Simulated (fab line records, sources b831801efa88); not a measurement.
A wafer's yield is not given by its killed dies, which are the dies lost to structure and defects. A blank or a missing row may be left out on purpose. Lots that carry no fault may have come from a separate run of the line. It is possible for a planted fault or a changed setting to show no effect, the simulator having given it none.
Matching of chambers | flow gf180mcu | GF_V4_ETCH_16 on rie_diel-04 has 4 sister chambers
The step etches BARC in N2/H2. 8 wafers are shown with their chamber, then 9 later ones without.

WAFERS WITH THEIR CHAMBER
wafer  | chamber | drypump_motor_current_A (A) | throttle_valve_pct (%)
L084.1 | 2       | 5.2                         | 13.227
L084.5 | 1       | 5.3                         | 13.216
L087.2 | 3       | 5.7                         | 13.235
L087.3 | 0       | 5.7                         | 13.220
L087.5 | 3       | 5.7                         | 13.227
L094.2 | 0       | 5.7                         | 13.223
L094.4 | 2       | 5.1                         | 13.221
L094.6 | 1       | 5.2                         | 13.224

WAFERS WITHOUT THEIR CHAMBER
wafer  | drypump_motor_current_A (A) | throttle_valve_pct (%)
L095.2 | 5.1                         | 13.222
L095.3 | 5.3                         | 13.233
L095.4 | 5.7                         | 13.222
L096.2 | 5.1                         | 13.223
L096.3 | 5.3                         | 13.224
L096.6 | 5.3                         | 13.214
L097.4 | 5.1                         | 13.231
L097.5 | 5.1                         | 13.212
L097.6 | 5.3                         | 13.225

THE CHAMBER EACH PASSED THROUGH
wafer  | from the rows above     | in truth
L095.2 | can't be placed: 2 or 1 | 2
L095.3 | can't be placed: 1 or 2 | 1
L095.4 | can't be placed: 0 or 3 | 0
L096.2 | 2                       | 2
L096.3 | can't be placed: 1 or 2 | 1
L096.6 | 1                       | 1
L097.4 | 2                       | 2
L097.5 | can't be placed: 2 or 1 | 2
L097.6 | can't be placed: 1 or 2 | 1
Placed correctly: 3 of 9. From these rows, 6 cannot be placed; in 6 the true chamber is one of the candidates. Wrongly placed: 0.
How it was worked out, from the rows above alone: a wafer's distance from a chamber is the root of the sum, over the readings, of the square of ((its reading less the chamber's mean) divided by the reading's scatter). If the next closest chamber is less than 2 further off than the closest, the wafer can't be placed; otherwise it belongs to the closest. For every chamber, the mean is computed from those of its wafers that are shown. The scatter: take each reading less its chamber's mean, square it, sum over the shown wafers, divide by the number of wafers less the number of chambers, and take the root.
